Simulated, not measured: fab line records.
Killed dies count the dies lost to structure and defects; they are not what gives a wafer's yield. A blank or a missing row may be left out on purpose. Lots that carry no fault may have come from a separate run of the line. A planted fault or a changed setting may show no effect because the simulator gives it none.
fab line records -- flow gf180mcu
[record] lots = 5, wafers = 15, last_day = 34
route steps=602 shown V3@448 M4@456 V4@476
lots that met no fault: from a run of the same line without faults
start_h: the number of hours between the record's first day and the start of the first shown wafer of the lot -- wait_h: hours since the lot's step before -- " unchanged from the row above -- L1.1+2: a row that stands for several wafers -- - no value, or no start given -- * or withheld: withheld -- < > ~ a bound
route shown NAME@n: names a module that has steps shown in the file, with the first one's number in the route -- usual: mean/standard deviation of fault-free wafers -- same: alike in all rows -- chamber/n: place in a boat -- sites: the reading at each site -- _std_site: standard deviation across them -- _edge_site: outer sites' mean less inner sites' -- radius_mm: how far each site lies from the wafer's centre -- mask NAME#n: copy n -- behind: the last tool/chamber to shape the wafer -- hold: reason for holding the lot/hours on hold/outcome of the hold -- device: whichever transistor did not switch (one of n, p or np) -- end of line: tests of these same wafers at the route's end -- for a step that has no rows: nothing shown but its recipe -- killed: at the first sort, the dies lost to defects and structure; wafer yield is something else -- map: the dies of a wafer, with x for killed, . for not killed, _ for no die there
set.NAME: the setting as run; set.NAME@STEP: as run at that earlier step -- model.NAME: the simulator's own value behind a step, which no gauge read
certain route steps with their lots: each step a table, each wafer a row
services: a tool's chamber out of use, with start hour (start_h, from the record's first day; less than 0 if before it), hours out, and reason
[[steps]]
[step GF_V3_STRIP_19]
[recipe] chemistry = post_etch_residue_remover, time_s = 1200, temp_c = 72.5
[step GF_V3_CLEAN_20]
[recipe] chemistry = DIW, dry = n2_spin
[step GF_V3_SPUTTER_21]
[recipe] material = Ti, target_thk_nm = 15, chamber_pressure_pa = 5, power_w = 2500, substrate_temp_c = 200, time_s = 80.02
[usual] chamber_pressure_pa = 5.001/0.01, throttle_valve_pct = 30.1/1.1
lot.wafer,tool,chamber,start_h,wait_h,chamber_pressure_pa,throttle_valve_pct
L987.1,pvd_sputter-02,-,583.26,0.0,5.023,29.4
L987.2,pvd_sputter-02,-,583.26,0.0,4.997,31.3
L987.6,pvd_sputter-02,-,583.26,0.0,5.008,29.2
L988.1,pvd_sputter-01,-,589.62,0.0,4.998,30.5
L988.2,pvd_sputter-01,-,589.62,0.0,5.021,30.7
L988.6,pvd_sputter-01,-,589.62,0.0,4.993,28.3
L999.3,pvd_sputter-03,-,676.42,0.0,4.997,29.3
L999.5,pvd_sputter-03,-,676.42,0.0,5.008,31.1
L999.6,pvd_sputter-03,-,676.42,0.0,4.989,29.2
L100.1,pvd_sputter-03,-,680.69,0.0,4.989,31.1
L100.2,pvd_sputter-03,-,680.69,0.0,4.998,29.2
L100.6,pvd_sputter-03,-,680.69,0.0,5.004,31.0
L102.2,pvd_sputter-03,-,698.55,0.0,5.023,32.0
L102.5,pvd_sputter-03,-,698.55,0.0,5.010,29.2
L102.6,pvd_sputter-03,-,698.55,0.0,5.008,29.1
[step GF_V3_SPUTTER_22]
[recipe] material = TiN, target_thk_nm = 10, chamber_pressure_pa = 5, power_w = 4000, time_s = 40
[usual] chamber_pressure_pa = 4.999/0.011, throttle_valve_pct = 30.2/1.1
lot.wafer,tool,chamber,start_h,wait_h,chamber_pressure_pa,throttle_valve_pct
L987.1,pvd_sputter-02,-,583.32,0.0,5.021,29.3
L987.2,pvd_sputter-02,-,583.32,0.0,4.980,31.4
L987.6,pvd_sputter-02,-,583.32,0.0,4.995,29.3
L988.1,pvd_sputter-01,-,589.68,0.0,4.998,30.6
L988.2,pvd_sputter-01,-,589.68,0.0,5.000,30.9
L988.6,pvd_sputter-01,-,589.68,0.0,5.008,27.7
L999.3,pvd_sputter-03,-,676.48,0.0,4.982,29.2
L999.5,pvd_sputter-03,-,676.48,0.0,4.991,30.9
L999.6,pvd_sputter-03,-,676.48,0.0,5.010,29.2
L100.1,pvd_sputter-03,-,680.75,0.0,4.975,31.1
L100.2,pvd_sputter-03,-,680.75,0.0,4.986,29.1
L100.6,pvd_sputter-03,-,680.75,0.0,4.997,30.8
L102.2,pvd_sputter-03,-,698.61,0.0,4.999,32.2
L102.5,pvd_sputter-03,-,698.61,0.0,4.995,29.0
L102.6,pvd_sputter-03,-,698.61,0.0,4.990,29.2
[step GF_V3_CVD_23]
[recipe] material = W, target_thk_nm = 350, time_s = 104.9, temp_c = 400, pressure_torr = 40
[step GF_V3_RS_MEAS_24]
[recipe] thk_meas_gauge = four-point-probe, reads = W_of_V3_CVD_23+TiN_of_V3_SPUTTER_22+Ti_of_V3_SPUTTER_21
[usual] V3_W_RS = 0.331/0.0044
lot.wafer,tool,chamber,start_h,wait_h,V3_W_RS[ohm/sq]
L987.1,film_metro-03,-,583.47,0.1,0.336
L987.2,film_metro-03,-,583.47,0.1,0.326
L987.6,film_metro-03,-,583.47,0.1,0.331
L988.1,film_metro-02,-,589.83,0.1,0.335
L988.2,film_metro-02,-,589.83,0.1,0.329
L988.6,film_metro-02,-,589.83,0.1,0.330
L999.3,film_metro-02,-,676.67,0.1,0.328
L999.5,film_metro-02,-,676.67,0.1,0.332
L999.6,film_metro-02,-,676.67,0.1,0.334
L100.1,film_metro-02,-,680.90,0.1,0.331
L100.2,film_metro-02,-,680.90,0.1,0.323
L100.6,film_metro-02,-,680.90,0.1,0.331
L102.2,film_metro-02,-,698.78,0.1,0.329
L102.5,film_metro-02,-,698.78,0.1,0.331
L102.6,film_metro-02,-,698.78,0.1,0.327
[step GF_V3_THK_MEAS_25]
[recipe] thk_meas_gauge = xrf, reads = W_of_V3_CVD_23
[usual] V3_W_THK = 338/5.5
lot.wafer,tool,chamber,start_h,wait_h,V3_W_THK[nm]
L987.1,film_metro-03,-,583.59,0.1,336
L987.2,film_metro-03,-,583.59,0.1,345
L987.6,film_metro-03,-,583.59,0.1,341
L988.1,film_metro-02,-,589.95,0.1,325
L988.2,film_metro-02,-,589.95,0.1,331
L988.6,film_metro-02,-,589.95,0.1,332
L999.3,film_metro-02,-,676.77,0.1,341
L999.5,film_metro-02,-,676.77,0.1,340
L999.6,film_metro-02,-,676.77,0.1,334
L100.1,film_metro-02,-,681.02,0.1,338
L100.2,film_metro-02,-,681.02,0.1,349
L100.6,film_metro-02,-,681.02,0.1,339
L102.2,film_metro-02,-,698.89,0.1,339
L102.5,film_metro-02,-,698.89,0.1,335
L102.6,film_metro-02,-,698.89,0.1,340
[step GF_V3_CMP_26]
[recipe] stop_on = SiO2, down_force_psi = 3.5, platen_rpm = 60, t_overpolish_s = 15, target_thk_nm = 0, pad_velocity_m_s = 0.94248
[usual] motor_current_A = 11.7/1.1, overpolish_run_s = 15.000/0.0099, time_to_endpoint_s = 83/3.4
lot.wafer,tool,chamber,start_h,wait_h,motor_current_A,overpolish_run_s,time_to_endpoint_s
L987.1,cmp-01,1,583.70,0.1,12.2,15.000,82
L987.2,cmp-01,2,583.70,0.1,13.2,14.995,83
L987.6,cmp-01,0,583.70,0.1,8.9,14.997,85
L988.2,cmp-02,3,590.11,0.1,11.1,15.003,86
L988.1,cmp-02,0,590.11,0.1,11.2,15.004,80
L988.6,cmp-02,1,590.11,0.1,13.0,14.999,79
L999.3,cmp-02,0,676.81,0.0,11.8,14.988,84
L999.5,cmp-02,0,676.81,0.0,10.8,15.003,82
L999.6,cmp-02,1,676.81,0.0,12.5,15.006,80
L100.2,cmp-02,2,681.18,0.1,12.6,15.001,89
L100.1,cmp-02,3,681.18,0.1,11.3,14.999,87
L100.6,cmp-02,1,681.18,0.1,13.0,14.988,80
L102.2,cmp-02,1,698.99,0.1,12.9,14.996,78
L102.5,cmp-02,0,698.99,0.1,11.8,14.984,80
L102.6,cmp-02,1,698.99,0.1,12.4,15.003,81
[step GF_M4_SPUTTER_00]
[recipe] material = Ti, target_thk_nm = 37.5, arriving_ion_energy_ev = 80, substrate_temp_c = 200, chamber_pressure_pa = 2, power_w = 4000, time_s = 150
[usual] chamber_pressure_pa = 2.001/0.0041, throttle_valve_pct = 30.3/1
lot.wafer,tool,chamber,start_h,wait_h,chamber_pressure_pa,throttle_valve_pct
L987.1,pvd_sputter-03,-,583.95,0.2,1.997,29.1
L987.2,pvd_sputter-03,-,583.95,0.2,2.006,29.0
L987.6,pvd_sputter-03,-,583.95,0.2,2.001,32.0
L988.1,pvd_sputter-02,-,590.31,0.1,2.000,30.5
L988.2,pvd_sputter-02,-,590.31,0.1,1.998,31.4
L988.6,pvd_sputter-02,-,590.31,0.1,2.003,29.6
L999.3,pvd_sputter-02,-,677.11,0.2,1.998,29.8
L999.5,pvd_sputter-02,-,677.11,0.2,2.002,30.3
L999.6,pvd_sputter-02,-,677.11,0.2,2.003,29.4
L100.1,pvd_sputter-02,-,681.38,0.1,1.999,31.5
L100.2,pvd_sputter-02,-,681.38,0.1,1.999,29.0
L100.6,pvd_sputter-02,-,681.38,0.1,1.995,29.5
L102.2,pvd_sputter-02,-,699.24,0.2,2.000,31.3
L102.5,pvd_sputter-02,-,699.24,0.2,1.998,29.2
L102.6,pvd_sputter-02,-,699.24,0.2,1.994,29.7
[step GF_M4_SPUTTER_01]
[recipe] material = TiN, target_thk_nm = 30, power_w = 6500, time_s = 25, chamber_pressure_pa = 0.4
[step GF_M4_SPUTTER_02]
[recipe] material = AlCu, target_thk_nm = 450, power_w = 10600, time_s = 23.9, chamber_pressure_pa = 0.4
[usual] chamber_pressure_pa = 0.4000/0.00084, throttle_valve_pct = 30.3/1
lot.wafer,tool,chamber,start_h,wait_h,chamber_pressure_pa,throttle_valve_pct
L987.1,pvd_sputter-03,-,584.08,0.0,0.3991,29.2
L987.2,pvd_sputter-03,-,584.08,0.0,0.3991,29.1
L987.6,pvd_sputter-03,-,584.08,0.0,0.4005,32.0
L988.1,pvd_sputter-02,-,590.44,0.0,0.4000,30.4
L988.2,pvd_sputter-02,-,590.44,0.0,0.3997,31.6
L988.6,pvd_sputter-02,-,590.44,0.0,0.4000,29.5
L999.3,pvd_sputter-02,-,677.25,0.0,0.3990,29.9
L999.5,pvd_sputter-02,-,677.25,0.0,0.4009,30.1
L999.6,pvd_sputter-02,-,677.25,0.0,0.4005,29.5
L100.1,pvd_sputter-02,-,681.51,0.0,0.4011,31.2
L100.2,pvd_sputter-02,-,681.51,0.0,0.3988,29.4
L100.6,pvd_sputter-02,-,681.51,0.0,0.3998,29.3
L102.2,pvd_sputter-02,-,699.37,0.0,0.4005,31.3
L102.5,pvd_sputter-02,-,699.37,0.0,0.3991,29.4
L102.6,pvd_sputter-02,-,699.37,0.0,0.3990,30.1
[step GF_M4_SPUTTER_03]
[recipe] material = Ti, target_thk_nm = 10, substrate_temp_c = 300, chamber_pressure_pa = 0.3, power_w = 3000, time_s = 6.7
[step GF_M4_SPUTTER_04]
[recipe] material = TiN, target_thk_nm = 50, power_w = 6500, time_s = 41.7, chamber_pressure_pa = 0.4
[usual] chamber_pressure_pa = 0.3999/0.00084, throttle_valve_pct = 30.3/1
lot.wafer,tool,chamber,start_h,wait_h,chamber_pressure_pa,throttle_valve_pct,model.TiN_of_M4_SPUTTER_04.thk_nm
L987.1,pvd_sputter-03,-,584.13,0.0,0.3999,29.7,50.29
L987.2,pvd_sputter-03,-,584.13,0.0,0.4002,29.1,50.36
L987.6,pvd_sputter-03,-,584.13,0.0,0.4006,31.8,61.84
L988.1,pvd_sputter-02,-,590.49,0.0,0.3991,30.4,49.69
L988.2,pvd_sputter-02,-,590.49,0.0,0.3987,31.5,49.79
L988.6,pvd_sputter-02,-,590.49,0.0,0.4012,29.7,49.06
L999.3,pvd_sputter-02,-,677.30,0.0,0.3987,29.8,49.68
L999.5,pvd_sputter-02,-,677.30,0.0,0.4008,30.4,49.82
L999.6,pvd_sputter-02,-,677.30,0.0,0.3997,29.5,49.36
L100.1,pvd_sputter-02,-,681.56,0.0,0.4011,31.2,50.59
L100.2,pvd_sputter-02,-,681.56,0.0,0.4001,29.6,50.08
L100.6,pvd_sputter-02,-,681.56,0.0,0.4014,29.5,49.9
L102.2,pvd_sputter-02,-,699.42,0.0,0.4008,31.4,50.09
L102.5,pvd_sputter-02,-,699.42,0.0,0.3991,29.2,49.08
L102.6,pvd_sputter-02,-,699.42,0.0,0.3985,29.9,49.23
[step GF_M4_RS_MEAS_05]
[recipe] thk_meas_gauge = four-point-probe, reads = TiN_of_M4_SPUTTER_04+Ti_of_M4_SPUTTER_03+AlCu_of_M4_SPUTTER_02+TiN_of_M4_SPUTTER_01+Ti_of_M4_SPUTTER_00
[usual] M4_ALCU_RS = 0.0697/0.00077
lot.wafer,tool,chamber,start_h,wait_h,M4_ALCU_RS[ohm/sq]
L987.1,film_metro-04,-,584.17,0.0,0.0712
L987.2,film_metro-04,-,584.17,0.0,0.0709
L987.6,film_metro-04,-,584.17,0.0,0.0703
L988.1,film_metro-03,-,590.53,0.0,0.0715
L988.2,film_metro-03,-,590.53,0.0,0.0706
L988.6,film_metro-03,-,590.53,0.0,0.0705
L999.3,film_metro-01,-,677.38,0.1,0.0691
L999.5,film_metro-01,-,677.38,0.1,0.0694
L999.6,film_metro-01,-,677.38,0.1,0.0683
L100.1,film_metro-01,-,681.60,0.0,0.0700
L100.2,film_metro-01,-,681.60,0.0,0.0688
L100.6,film_metro-01,-,681.60,0.0,0.0693
L102.2,film_metro-03,-,699.48,0.0,0.0705
L102.5,film_metro-03,-,699.48,0.0,0.0700
L102.6,film_metro-03,-,699.48,0.0,0.0712
[step GF_M4_THK_MEAS_06]
[recipe] thk_meas_gauge = xrf, reads = AlCu_of_M4_SPUTTER_02
[usual] M4_ALCU_THK = 447/4.7
lot.wafer,tool,chamber,start_h,wait_h,M4_ALCU_THK[nm]
L987.1,film_metro-04,-,584.29,0.1,441
L987.2,film_metro-04,-,584.29,0.1,442
L987.6,film_metro-04,-,584.29,0.1,437
L988.1,film_metro-03,-,590.65,0.1,436
L988.2,film_metro-03,-,590.65,0.1,443
L988.6,film_metro-03,-,590.65,0.1,443
L999.3,film_metro-01,-,677.48,0.1,450
L999.5,film_metro-01,-,677.48,0.1,449
L999.6,film_metro-01,-,677.48,0.1,457
L100.1,film_metro-01,-,681.72,0.1,445
L100.2,film_metro-01,-,681.72,0.1,452
L100.6,film_metro-01,-,681.72,0.1,450
L102.2,film_metro-03,-,699.59,0.1,443
L102.5,film_metro-03,-,699.59,0.1,450
L102.6,film_metro-03,-,699.59,0.1,442
[step GF_M4_DEHYDRATE_07]
[recipe] temp_c = 200, time_s = 60
[step GF_M4_HMDS_08]
[recipe] prime_time_s = 60, prime_temp_c = 120
[step GF_M4_COAT_09]
[recipe] resist = KrF, spin_rpm = withheld, resist_thk_nm = 1000
[step GF_M4_SOFTBAKE_10]
[recipe] temp_c = 130, time_s = 60, resist = KrF
[step GF_M4_EXPOSE_11]
[recipe] mask_id = Metal4, target_cd_nm = 280, na = 0.68, source_shape = conventional, sigma_outer = 0.6, dose_mj = 28
[step GF_M4_PEB_12]
[recipe] peb_temp_c = 135, peb_time_s = 90, resist = KrF
[step GF_M4_DEVELOP_13]
[recipe] develop_time_s = 60, dev_temp_c = 21
[step GF_M4_CD_MEAS_14]
[recipe] target_cd_nm = 280
[usual] cd_nm = 280.1/1.4
lot.wafer,tool,chamber,start_h,wait_h,cd_nm
L987.1,cd_sem-01,-,605.67,0.1,281.2
L987.2,cd_sem-01,-,605.67,0.1,280.4
L987.6,cd_sem-01,-,605.67,0.1,281.3
L988.1,cd_sem-01,-,612.07,0.1,281.3
L988.2,cd_sem-01,-,612.07,0.1,280.8
L988.6,cd_sem-01,-,612.07,0.1,281.9
L999.3,cd_sem-02,-,695.76,0.1,280.6
L999.5,cd_sem-02,-,695.76,0.1,281.1
L999.6,cd_sem-02,-,695.76,0.1,279.1
L100.1,cd_sem-02,-,700.34,0.1,280.6
L100.2,cd_sem-02,-,700.34,0.1,280.4
L100.6,cd_sem-02,-,700.34,0.1,282.0
L102.2,cd_sem-02,-,717.84,0.1,277.0
L102.5,cd_sem-02,-,717.84,0.1,278.1
L102.6,cd_sem-02,-,717.84,0.1,277.4
[step GF_M4_OVL_MEAS_15]
[usual] M4_OVL = 0/6.2
lot.wafer,tool,chamber,start_h,wait_h,M4_OVL[nm]
L987.1,overlay-02,-,605.79,0.1,9
L987.2,overlay-02,-,605.79,0.1,1
L987.6,overlay-02,-,605.79,0.1,5
L988.1,overlay-02,-,612.19,0.1,0
L988.2,overlay-02,-,612.19,0.1,-13
L988.6,overlay-02,-,612.19,0.1,-13
L999.3,overlay-01,-,695.85,0.1,1
L999.5,overlay-01,-,695.85,0.1,3
L999.6,overlay-01,-,695.85,0.1,-7
L100.1,overlay-01,-,700.46,0.1,-7
L100.2,overlay-01,-,700.46,0.1,-5
L100.6,overlay-01,-,700.46,0.1,-1
L102.2,overlay-02,-,717.95,0.1,4
L102.5,overlay-02,-,717.95,0.1,7
L102.6,overlay-02,-,717.95,0.1,3
[step GF_M4_METAL_ETCH_16]
[recipe] chemistry = Cl2/BCl3, mask_material = KrF, target_depth_nm = 627.5, stop_on = SiO2, pressure_mtorr = 8, icp_w = 800, bias_w = 140, Cl2_flow_sccm = 80, bcl3_flow_sccm = 40, time_s = 104.6
[step GF_M4_STRIP_17]
[recipe] chemistry = O2/N2, power_w = 1400, pressure_mtorr = 1500, platen_temp_c = 250, o2_flow_sccm = 3000, n2_flow_sccm = 300, overash_fraction = 0.5
[step GF_M4_STRIP_18]
[recipe] chemistry = post_etch_residue_remover, time_s = 1200, temp_c = 72.5
[step GF_M4_CLEAN_19]
[recipe] chemistry = DIW, dry = n2_spin
[step GF_V4_CVD_00]
[recipe] material = SiO2, target_thk_nm = 600, sigma_open_frac = 0.3, temp_c = 400, time_s = 100, sih4_flow_sccm = 60, pressure_mtorr = 6
[step GF_V4_THK_MEAS_01]
[recipe] reads = SiO2_of_V4_CVD_00
[usual] V4_CVD_00_THK = 602/6.7
lot.wafer,tool,chamber,start_h,wait_h,V4_CVD_00_THK[nm]
L987.1,film_metro-02,-,606.58,0.0,608
L987.2,film_metro-02,-,606.58,0.0,609
L987.6,film_metro-02,-,606.58,0.0,614
L988.1,film_metro-03,-,613.09,0.0,608
L988.2,film_metro-03,-,613.09,0.0,610
L988.6,film_metro-03,-,613.09,0.0,613
L999.3,film_metro-03,-,696.65,0.1,614
L999.5,film_metro-03,-,696.65,0.1,606
L999.6,film_metro-03,-,696.65,0.1,612
L100.1,film_metro-04,-,701.27,0.0,605
L100.2,film_metro-04,-,701.27,0.0,600
L100.6,film_metro-04,-,701.27,0.0,595
L102.2,film_metro-02,-,718.72,0.1,611
L102.5,film_metro-02,-,718.72,0.1,610
L102.6,film_metro-02,-,718.72,0.1,601
[step GF_V4_CVD_02]
[recipe] material = SiO2, target_thk_nm = 850, precursor = TEOS, temp_c = 400, time_s = 94.851, rf_w = 600
[step GF_V4_THK_MEAS_03]
[recipe] reads = SiO2_of_V4_CVD_02
[usual] V4_CVD_02_THK = 851/13
lot.wafer,tool,chamber,start_h,wait_h,V4_CVD_02_THK[nm]
L987.1,film_metro-04,-,606.71,0.0,850
L987.2,film_metro-04,-,606.71,0.0,842
L987.6,film_metro-04,-,606.71,0.0,849
L988.1,film_metro-02,-,613.22,0.0,844
L988.2,film_metro-02,-,613.22,0.0,853
L988.6,film_metro-02,-,613.22,0.0,846
L999.3,film_metro-04,-,696.78,0.1,835
L999.5,film_metro-04,-,696.78,0.1,861
L999.6,film_metro-04,-,696.78,0.1,845
L100.1,film_metro-03,-,701.40,0.0,841
L100.2,film_metro-03,-,701.40,0.0,848
L100.6,film_metro-03,-,701.40,0.0,843
L102.2,film_metro-03,-,718.85,0.0,840
L102.5,film_metro-03,-,718.85,0.0,850
L102.6,film_metro-03,-,718.85,0.0,850
[step GF_V4_CMP_04]
[recipe] material = SiO2, down_force_psi = 4, platen_rpm = 60, pad_velocity_m_s = 0.94248
[step GF_V4_BOW_MEAS_05]
[recipe] mode = bow
[usual] V4_BOW = 134/9
lot.wafer,tool,chamber,start_h,wait_h,V4_BOW[um]
L987.1,film_metro-04,-,607.07,0.2,137
L987.2,film_metro-04,-,607.07,0.2,131
L987.6,film_metro-04,-,607.07,0.2,141
L988.1,film_metro-02,-,613.64,0.2,118
L988.2,film_metro-02,-,613.64,0.2,117
L988.6,film_metro-02,-,613.64,0.2,118
L999.3,film_metro-02,-,697.16,0.3,142
L999.5,film_metro-02,-,697.16,0.3,140
L999.6,film_metro-02,-,697.16,0.3,137
L100.1,film_metro-03,-,701.76,0.1,140
L100.2,film_metro-03,-,701.76,0.1,142
L100.6,film_metro-03,-,701.76,0.1,142
L102.2,film_metro-04,-,719.22,0.1,123
L102.5,film_metro-04,-,719.22,0.1,122
L102.6,film_metro-04,-,719.22,0.1,134
[step GF_V4_DEHYDRATE_06]
[recipe] temp_c = 200, time_s = 60
[step GF_V4_HMDS_07]
[recipe] prime_time_s = 60, prime_temp_c = 120
[step GF_V4_COAT_08]
[recipe] resist = BARC, temp_c = withheld, time_s = withheld, spin_rpm = withheld, resist_thk_nm = withheld
[step GF_V4_COAT_09]
[recipe] resist = KrF, spin_rpm = withheld, resist_thk_nm = 1000
[step GF_V4_SOFTBAKE_10]
[recipe] temp_c = 130, time_s = 60, resist = KrF
[step GF_V4_EXPOSE_11]
[recipe] mask_id = Via4, target_cd_nm = 260, na = 0.68, source_shape = conventional, sigma_outer = 0.6, dose_mj = 38
[step GF_V4_PEB_12]
[recipe] peb_temp_c = 135, peb_time_s = 90, resist = KrF
[step GF_V4_DEVELOP_13]
[recipe] develop_time_s = 60, resist = KrF, dev_temp_c = 21
[step GF_V4_STRIP_19]
[recipe] chemistry = post_etch_residue_remover, time_s = 1200, temp_c = 72.5
[usual] temp_c = 72.49/0.12
lot.wafer,tool,chamber,start_h,wait_h,temp_c,model.TiN_of_M4_SPUTTER_04.thk_nm
L987.1,wet_bench-03,2,628.29,0.1,72.64,49.45
L987.2,wet_bench-03,2,628.29,0.1,72.67,49.52
L987.6,wet_bench-03,2,628.29,0.1,72.73,61
L988.1,wet_bench-04,0,635.09,0.1,72.46,48.84
L988.2,wet_bench-04,0,635.09,0.1,72.28,48.95
L988.6,wet_bench-04,0,635.09,0.1,72.35,48.22
L999.3,wet_bench-03,2,716.06,0.0,72.36,48.85
L999.5,wet_bench-03,2,716.06,0.0,72.46,48.99
L999.6,wet_bench-03,2,716.06,0.0,72.54,48.53
L100.1,wet_bench-03,0,720.31,0.1,72.61,49.76
L100.2,wet_bench-03,0,720.31,0.1,72.53,49.25
L100.6,wet_bench-03,0,720.31,0.1,72.39,49.07
L102.2,wet_bench-02,1,737.09,0.1,72.36,49.24
L102.5,wet_bench-02,1,737.09,0.1,72.44,48.23
L102.6,wet_bench-02,1,737.09,0.1,72.51,48.39
[[services]]
tool,chamber,start_h,hours,kind
cmp-01,-,564.18,5.1,pm
cmp-02,-,573.54,4.0,pm
pvd_sputter-02,2,575.66,-,consumable_replace:kit
pvd_sputter-02,2,575.66,18.0,scheduled_down
pvd_sputter-02,2,575.66,18.0,vent_cycle
wet_bench-03,-,591.91,1.9,pm
pvd_sputter-01,-,600.69,5.3,repair
cmp-01,-,604.04,0.4,repair
pvd_sputter-01,-,609.77,1.6,repair
wet_bench-02,-,610.71,25.6,pm
cmp-01,-,612.61,7.9,repair
pvd_sputter-01,-,621.88,10.5,repair
pvd_sputter-03,3,625.02,-,consumable_replace:kit
pvd_sputter-03,3,625.02,18.0,scheduled_down
pvd_sputter-03,3,625.02,18.0,vent_cycle
cmp-02,-,648.36,4.4,pm
cmp-02,-,656.16,0.4,repair
wet_bench-02,-,675.31,2.4,repair
cmp-01,-,680.76,0.9,repair
pvd_sputter-03,2,686.30,-,consumable_replace:kit
pvd_sputter-02,-,707.29,1.7,repair
pvd_sputter-01,-,713.58,3.1,repair
cmp-02,-,721.58,1.6,repair
pvd_sputter-02,-,731.93,2.5,repair
[[key]]
first_sign none at tools or gauges
[model_effect] step = GF_M4_SPUTTER_04, value = TiN_of_M4_SPUTTER_04.thk_nm, without = 50.05, struck = 61.84
[model_effect] step = GF_V4_STRIP_19, value = TiN_of_M4_SPUTTER_04.thk_nm, without = 49.2, struck = 61
met_at GF_M4_SPUTTER_04
struck_wafers L987.6
[fault] kind = process_parameter_drift, tool = pvd_sputter-03, chamber = -, onset_h = 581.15, steps = GF_M4_SPUTTER_04, channel = target_thk_nm, offset = 11.798, shape = step, end_h = 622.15, acts_in = these_recipes_only, stated = 50, scope = struck_wafers_only
